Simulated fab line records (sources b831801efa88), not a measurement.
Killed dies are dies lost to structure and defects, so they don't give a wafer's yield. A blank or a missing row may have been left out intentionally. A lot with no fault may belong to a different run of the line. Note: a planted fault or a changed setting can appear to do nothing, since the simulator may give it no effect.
Which of the tools did it? | flow sky130 | Sampling: 12 lots, 36 wafers, 5 of 708 route steps

## WHAT THE GAUGES SHOWED, per wafer
SKY_VIA2_RS_MEAS_22: measures by four-point-probe.
lot  | measured     | on            | VIA2_W_RS (ohm/sq)
L397 | day 36 07:49 | film_metro-04 | 0.2743 0.2730 0.2748
L398 | day 36 16:19 | film_metro-03 | 0.2729 0.2744 0.2715
L402 | day 37 12:05 | film_metro-04 | 0.2747 0.2762 0.2763
L405 | day 38 20:14 | film_metro-03 | 0.2695 0.2682 0.2754
L410 | day 40 06:29 | film_metro-04 | 0.2722 0.2703 0.2663
L414 | day 41 14:51 | film_metro-04 | 0.2734 0.2699 0.2700
L415 | day 41 19:48 | film_metro-04 | 0.2736 0.2739 0.2759
L416 | day 42 04:14 | film_metro-04 | 0.2701 0.2717 0.2752
L417 | day 42 08:02 | film_metro-04 | 0.2752 0.2776 0.2739
L418 | day 42 17:32 | film_metro-02 | 0.2718 0.2738 0.2742
L419 | day 42 20:02 | film_metro-04 | 0.2759 0.2753 0.2724
L420 | day 42 22:50 | film_metro-04 | 0.2741 0.2678 0.2743

SKY_CAPM_THK_MEAS_04: measures by xrf.
lot  | measured     | on            | CAPM_TIN_THK (nm)
L397 | day 36 08:46 | film_metro-03 | 194.7 195.4 194.4
L398 | day 36 17:22 | film_metro-03 | 195.0 195.4 193.6
L402 | day 37 13:01 | film_metro-01 | 192.8 193.0 194.8
L405 | day 38 21:11 | film_metro-01 | 198.1 198.1 199.6
L410 | day 40 07:26 | film_metro-04 | 194.6 194.4 194.1
L414 | day 41 15:47 | film_metro-01 | 196.6 198.1 196.1
L415 | day 41 20:44 | film_metro-04 | 198.9 197.9 198.2
L416 | day 42 05:11 | film_metro-03 | 194.6 194.0 194.9
L417 | day 42 08:59 | film_metro-03 | 194.2 194.1 194.6
L418 | day 42 18:29 | film_metro-04 | 198.6 198.0 199.2
L419 | day 42 21:23 | film_metro-04 | 203.3 202.1 200.6
L420 | day 42 23:56 | film_metro-01 | 197.9 197.5 198.4

SKY_METAL3_CD_MEAS_13: target cd 300 nm.
lot  | measured     | on        | cd_nm (nm)
L397 | day 38 12:45 | cd_sem-02 | 300.3 301.0 297.9
L398 | day 38 20:58 | cd_sem-01 | 301.1 301.1 300.8
L402 | day 39 15:54 | cd_sem-02 | 298.8 299.5 300.0
L405 | day 40 23:28 | cd_sem-01 | 289.0 271.1 298.4 289.3 271.3 298.8
L410 | day 42 08:29 | cd_sem-01 | 299.8 299.3 299.5
L414 | day 43 14:43 | cd_sem-01 | 301.2 301.6 301.3
L415 | day 43 19:57 | cd_sem-02 | 304.1 302.2 302.6
L416 | day 44 04:29 | cd_sem-01 | 300.8 301.5 300.9
L417 | day 44 06:44 | cd_sem-02 | 299.3 298.7 299.1
L418 | day 44 16:42 | cd_sem-01 | 300.4 302.0 301.9
L419 | day 44 19:41 | cd_sem-01 | 302.1 302.2 302.7
L420 | day 44 20:55 | cd_sem-02 | 300.7 300.6 300.4

## TOOL THAT RAN EACH LOT (tool first, then ch and the chambers of the sampled wafers, then the start)
lot  | SKY_VIA2_CMP_24               | SKY_METAL3_EXPOSE_10
L397 | cmp-01 ch 2,3, day 36 07:58   | krf_scanner-01 ch 0, day 38 00:21
L398 | cmp-01 ch 0,1,3, day 36 16:40 | krf_scanner-01 ch 0, day 38 08:26
L402 | cmp-01 ch 0,2,3, day 37 12:17 | krf_scanner-02 ch 0, day 39 03:30
L405 | cmp-02 ch 1,2, day 38 20:24   | krf_scanner-01 ch 0, day 40 11:05
L410 | cmp-02 ch 2,3, day 40 06:40   | krf_scanner-02 ch 0, day 41 21:24
L414 | cmp-01 ch 2,3, day 41 15:01   | krf_scanner-01 ch 0, day 43 03:40
L415 | cmp-02 ch 0,2, day 41 19:58   | krf_scanner-02 ch 0, day 43 08:29
L416 | cmp-01 ch 0,1, day 42 04:25   | krf_scanner-01 ch 0, day 43 17:35
L417 | cmp-01 ch 0,1,2, day 42 08:13 | krf_scanner-01 ch 0, day 43 20:17
L418 | cmp-02 ch 0,1, day 42 17:43   | krf_scanner-02 ch 0, day 44 05:37
L419 | cmp-02 ch 0,2,3, day 42 20:37 | krf_scanner-01 ch 0, day 44 08:10
L420 | cmp-02 ch 0,2,3, day 42 23:13 | krf_scanner-01 ch 0, day 44 10:12
- SKY_VIA2_CMP_24: polishes, stops on SiO2, t overpolish 20 s, target thk 0 nm.
- SKY_METAL3_EXPOSE_10: exposes mask MM3, target cd 300 nm.

## WHAT THE TOOLS THEMSELVES READ (means of the sampled wafers that have a number; where no wafer has one, the mark that the record gives instead)
SKY_VIA2_CMP_24.
lot  | tool   | motor_current_A (A) | overpolish_run_s (s) | slurry_filter_dp_kPa (kPa) | slurry_flow_ml_min | time_to_endpoint_s (s)
L397 | cmp-01 | 11.1                | 19.995               | 13.46                      | 150.1              | 99
L398 | cmp-01 | 10.4                | 20.002               | 13.56                      | 149.7              | 103
L402 | cmp-01 | 10.5                | 20.004               | 13.54                      | 149.6              | 98
L405 | cmp-02 | 11.0                | 20.009               | 13.47                      | 149.5              | 103
L410 | cmp-02 | 10.1                | 20.001               | 13.48                      | 150.1              | 104
L414 | cmp-01 | 11.2                | 19.999               | 13.55                      | 149.9              | 103
L415 | cmp-02 | 10.3                | 20.004               | 13.56                      | 149.9              | 106
L416 | cmp-01 | 9.9                 | 20.004               | 13.42                      | 150.1              | 101
L417 | cmp-01 | 10.7                | 19.993               | 13.52                      | 149.9              | 97
L418 | cmp-02 | 10.5                | 19.995               | 13.43                      | 149.9              | 107
L419 | cmp-02 | 10.3                | 20.006               | 13.44                      | 149.8              | 101
L420 | cmp-02 | 10.2                | 19.997               | 13.49                      | 150.3              | 105

SKY_METAL3_EXPOSE_10.
lot  | tool           | exposure_dose_mJ_cm2
L397 | krf_scanner-01 | 27.94
L398 | krf_scanner-01 | 27.99
L402 | krf_scanner-02 | 27.98
L405 | krf_scanner-01 | 26.67
L410 | krf_scanner-02 | 28.01
L414 | krf_scanner-01 | 27.93
L415 | krf_scanner-02 | 27.99
L416 | krf_scanner-01 | 27.89
L417 | krf_scanner-01 | 27.93
L418 | krf_scanner-02 | 27.97
L419 | krf_scanner-01 | 27.95
L420 | krf_scanner-01 | 27.95

## THE ANSWER, worked out from the rows above alone
Rule: the usual values come from the lots themselves. Put in order of their means at a reading, lots are off if they are a third of the lots or fewer, leave a main group of 4 or more, and stand apart from it by a gap of 3 or more times the standard deviation of the main group's means; of several such gaps the widest counts. A main group is skipped when, at the precision printed for the reading in the tables above, its means are all equal. A lot without any number at a reading at which 4 lots or more have one is off too. Where the step has rows for the other lots, those lots are counted as sound. Order of review: gauges by route order, followed by the tools' own readings, for which a lot's mean as printed above is used. The first step at which some lot is off is used, and at that step the reading that is off furthest; a lot without a number counts as furthest.
Off: L405 (SKY_METAL3_CD_MEAS_13, cd_nm). Mean 300.8 nm and standard deviation 1.2 in the main group.
A tool fits if, at a process step before that reading, it ran every lot that is off, and no sound lot after the first of them. Not tried: the gauges at SKY_METAL3_CD_MEAS_13; whatever is off there is also off at SKY_METAL3_EXPOSE_10, on other tools, and gauge error can't account for it. None of those tried fits.

## WHAT HAD BEEN PUT IN BY THE SIMULATOR
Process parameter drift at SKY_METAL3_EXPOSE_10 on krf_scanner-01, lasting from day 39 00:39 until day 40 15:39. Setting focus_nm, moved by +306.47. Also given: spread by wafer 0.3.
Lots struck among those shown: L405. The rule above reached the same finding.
